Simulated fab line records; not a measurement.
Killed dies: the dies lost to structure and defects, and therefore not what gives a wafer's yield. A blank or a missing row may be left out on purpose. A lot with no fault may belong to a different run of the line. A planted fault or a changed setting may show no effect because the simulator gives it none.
Comparing a struck lot with a sound one	flow sky130	36 out of 708 route steps
Sound: wafers L182.2, L182.3, L182.5. Wafers L191.1, L191.4, L191.6 were the ones struck. Last of all comes the cause.
Order at every step that has rows: each side's tool, ch and its chambers, its first start. Under that, the readings that differ: sound wafers	struck wafers	difference of the means	sigmas: that difference in standard deviations of wafers without a fault.
alike: same words and numbers on both sides, and readings whose means sit less than 2 such deviations apart. not compared: any withheld reading, any reading some wafer has no value for, any bound like >300 that may hide the same value, and any number with overlapping values for which the record gives no deviation.
A row with sigmas, a row that says differs or no value, or rows on one side alone: a step with any of these is where the two part. Non-overlapping numbers with no deviation appear without sigmas and do not part them. A reading missing from all wafers of one side parts the sides only when that side holds two or more wafers.

first, 10 steps without rows for these wafers: SKY_GATE_OXIDE_COAT_05 (resist thk 1140 nm); SKY_GATE_OXIDE_SOFTBAKE_06 (time 60 s); SKY_GATE_OXIDE_EXPOSE_07 (exposes mask LVOM, target cd 600 nm); SKY_GATE_OXIDE_PEB_08; SKY_GATE_OXIDE_DEVELOP_09 (develop time 60 s); SKY_GATE_OXIDE_IMPLANT_11; SKY_GATE_OXIDE_WET_ETCH_12 (etches SiO2 in dHF, target depth 16.8 nm, time 336 s); SKY_GATE_OXIDE_STRIP_13 (strips in O2/N2); SKY_GATE_OXIDE_CLEAN_15 (cleans in SC1/SC2, time 150 s); SKY_GATE_OXIDE_OXIDATION_16 (stabilise 600 s, purge 300 s, target thk 3.57 nm).
SKY_POLY_GATE_CVD_00: deposits poly-Si, target thk 180 nm, time 720 s.
  sound on lpcvd-01 ch 1, day 14 22:25; struck on lpcvd-01 ch 0, day 18 01:55
reading	sound	struck	difference	sigmas
spike tc bottom C (C)	640.6 643.1 642.7	619.7 622.5 620.7	-21.2	-15
spike tc centre C (C)	619.6 619.4 619.9	602.0 601.9 601.9	-17.7	-18
spike tc lower C (C)	621.6 622.8 622.4	601.1 601.2 601.3	-21.1	-15
spike tc top C (C)	635.1 634.6 636.2	617.3 616.6 616.3	-18.6	-12
spike tc upper C (C)	621.1 622.4 621.4	600.5 600.5 601.3	-20.9	-14
susceptor temp C (C)	620.16 620.17 620.42	601.85 601.32 601.71	-18.62	-67
model.poly-Si_of_POLY_GATE_CVD_00.thk nm (nm)	180.2 178.9 179	116.7 119 118.8	-61.2	
  alike: zone power lower pct
SKY_POLY_GATE_THK_MEAS_01:
  sound on film metro-04 at day 14 23:37; struck on film metro-01 at day 18 03:07
reading	sound	struck	difference	sigmas
POLY_GATE_CVD_00_THK (nm)	180.2 178.9 178.8	116.6 119.1 118.9	-61.1	-36
then, 9 steps without rows for these wafers: SKY_RES_PROTECT_DEHYDRATE_00 (time 60 s); SKY_RES_PROTECT_HMDS_01 (prime time 60 s); SKY_RES_PROTECT_COAT_02 (resist thk 1140 nm); SKY_RES_PROTECT_SOFTBAKE_03 (time 60 s); SKY_RES_PROTECT_EXPOSE_04 (exposes mask RPM, target cd 1270 nm); SKY_RES_PROTECT_PEB_05; SKY_RES_PROTECT_DEVELOP_06 (develop time 60 s); SKY_POLY_GATE_IMPLANT_02; SKY_RES_PROTECT_STRIP_07 (strips in O2/N2).
SKY_RES_PROTECT_CLEAN_09: cleans in SC1/SC2, time 150 s.
  sound on wet bench-03 ch 0, day 16 03:12; struck on wet bench-03 ch 1, day 19 09:55
reading	sound	struck	difference	sigmas
model.poly-Si_of_POLY_GATE_CVD_00.thk nm (nm)	179.6 178.2 178.3	116.1 118.4 118.2	-61.1	
then, 11 steps without rows for these wafers: SKY_POLY_GATE_CVD_03 (deposits Si3N4 from DCS/NH3, target thk 75 nm, time 1290 s); SKY_POLY_GATE_DEHYDRATE_05 (time 60 s); SKY_POLY_GATE_HMDS_06 (prime time 60 s); SKY_POLY_GATE_COAT_07 (resist thk 110 nm); SKY_POLY_GATE_COAT_08 (resist thk 450 nm); SKY_POLY_GATE_SOFTBAKE_09 (time 90 s); SKY_POLY_GATE_EXPOSE_10 (exposes mask P1M, target cd 150 nm); SKY_POLY_GATE_PEB_11; SKY_POLY_GATE_DEVELOP_12 (develop time 60 s); SKY_POLY_GATE_ETCH_15 (etches BARC in N2/H2, stops on SiO2, time 118.5 s, target depth 110 nm); SKY_POLY_GATE_ETCH_16 (etches Si3N4 in CH3F/O2, stops on poly-Si, time 147.5 s, target depth 75 nm).
SKY_POLY_GATE_ETCH_17: etches poly-Si in HBr/Cl2, stops on SiO2, target depth 180 nm, time 70.5 s.
  sound on rie si-01 ch 1,2,3, day 17 10:41; struck on rie si-02 ch 0,1, day 20 19:09
reading	sound	struck	difference	sigmas
oes product au (a.u.)	0.992 0.971 0.977	0.746 0.746 0.744	-0.235	-34
model.etch.depth nm (nm)	179.6 178.2 178.3	116.1 118.4 118.2	-61.1	
model.POLY_GATE.feature depth nm (nm)	179.6 178.2 178.3	116.1 118.4 118.2	-61.1	
  alike: HBr_flow_sccm, drypump motor current A, throttle valve pct
  not compared: rf hours counter h
then, 1 step without rows for these wafers: SKY_POLY_GATE_STRIP_18 (strips in O2/N2).
-- here the record skips 28 days between the struck wafers' starts before and after, leaving off in module POLY_GATE and picking up in module PAD_OPEN (first step shown: number 708 of the route) --
SKY_PAD_OPEN_PROBE_99:
  sound on prober-01 at day 46 13:02; struck on prober-01 at day 48 11:42
reading	sound	struck	difference	sigmas
model.etest.res high po.line ohm um	729.7 764.3 756.6	1103 1113 1093	+353	
model.etest.res poly.line ohm um	507.8 498.6 506.9	779 774 776.1	+272	
model.etest.tip sonos.rs ohm sq	2758 2793 2779	2483 2446 2492	-303	
model.etest.res high po.rs ohm sq	259.6 266.8 264.4	386.6 387.8 389.4	+124.3	
model.etest.res poly.rs ohm sq	48.03 48.62 48.32	74.99 73.65 73.56	+25.74	
model.etest.cap li to poly.c af um2	100.5 99.43 99.46	81.92 83.11 84.86	-16.50	
model.etest.tip n.rs ohm sq	440 439.9 442.5	435.6 433.9 437.1	-5.3	
  alike: killed_at_M0_to_M3, killed_at_M4_up, killed at contacts, killed at front end, killed at other, killed dies, killed open, killed short
  not compared: model.etest.res pwde under gate.rs ohm sq

== WHERE THEY PART ==
Last at SKY_POLY_GATE_ETCH_17 as far as this record goes, first at SKY_POLY_GATE_CVD_00. Later steps at which nothing parts them and some readings are alike: SKY_PAD_OPEN_PROBE_99.

WHY: whatever the simulator had introduced
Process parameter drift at SKY_POLY_GATE_CVD_00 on lpcvd-01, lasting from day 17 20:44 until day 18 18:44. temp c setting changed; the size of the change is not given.
